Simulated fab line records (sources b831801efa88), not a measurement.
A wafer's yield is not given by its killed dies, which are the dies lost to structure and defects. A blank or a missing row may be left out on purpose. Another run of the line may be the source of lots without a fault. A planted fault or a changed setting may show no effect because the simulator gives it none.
Which tool was responsible?    flow sky130    6 lots with 18 wafers sampled at 4 steps, on a route of 708 steps

== WHAT THE GAUGES READ, wafer by wafer ==
SKY_VIA1_CD_MEAS_12 targets a cd of 150 nm.
lot   measured      on         cd nm (nm)
L553  day 36 12:52  cd sem-01  149.1 149.1 149.4
L559  day 38 13:10  cd sem-01  153.2 153.0 154.7
L560  day 38 15:53  cd sem-02  152.8 152.8 151.7
L562  day 39 08:14  cd sem-02  147.9 146.4 148.0
L564  day 39 20:23  cd sem-02  151.0 152.2 152.1
L570  day 41 09:43  cd sem-02  149.8 147.7 149.6

== EACH LOT AND THE TOOL THAT RAN IT (in order: tool; ch and the chambers of the sampled wafers; start) ==
lot   SKY_METAL1_ETCH_18                 SKY_METAL1_STRIP_20                   SKY_VIA1_SOFTBAKE_08
L553  rie metal-03 ch 0,1, day 35 09:04  plasma asher-02 ch 0,1, day 35 09:17  litho track-01 ch 0, day 35 23:00
L559  rie metal-02 ch 0,1, day 37 09:37  plasma asher-04 ch 0,1, day 37 09:46  litho track-02 ch 0, day 38 00:00
L560  rie metal-04 ch 0,1, day 37 12:40  plasma asher-04 ch 0,1, day 37 12:49  litho track-03 ch 0, day 38 02:00
L562  rie metal-04 ch 0,1, day 38 05:35  plasma asher-02 ch 0,1, day 38 05:44  litho track-02 ch 0, day 38 19:00
L564  rie metal-02 ch 0, day 38 17:47    plasma asher-03 ch 0,1, day 38 18:04  litho track-03 ch 0, day 39 07:00
L570  rie metal-04 ch 0,1, day 40 08:20  plasma asher-03 ch 0,1, day 40 08:29  litho track-03 ch 0, day 40 21:00
- SKY_METAL1_ETCH_18: etches BARC in N2/H2, stops on SiO2, time 45.9 s, target depth 60 nm.
- SKY_METAL1_STRIP_20: strips in O2/N2.
- SKY_VIA1_SOFTBAKE_08: time 90 s.

== THE ANSWER, worked out from the rows above alone ==
Rule: the lots themselves supply what counts as usual. Put in order of their means at a reading, lots are off if they are a third of the lots or fewer, leave a main group of 4 or more, and stand apart from it by a gap of 3 or more times the standard deviation of the main group's means; of several such gaps the widest counts. If all means in a main group match to the digits the tables above print for the reading, that group is not used. A lot without any number at a reading at which 4 lots or more have one is off too. The other lots that the step has rows for count as sound.
No lot is off on any of the readings shown, so nothing can be concluded from this.

== WHAT THE SIMULATOR HAD PUT IN ==
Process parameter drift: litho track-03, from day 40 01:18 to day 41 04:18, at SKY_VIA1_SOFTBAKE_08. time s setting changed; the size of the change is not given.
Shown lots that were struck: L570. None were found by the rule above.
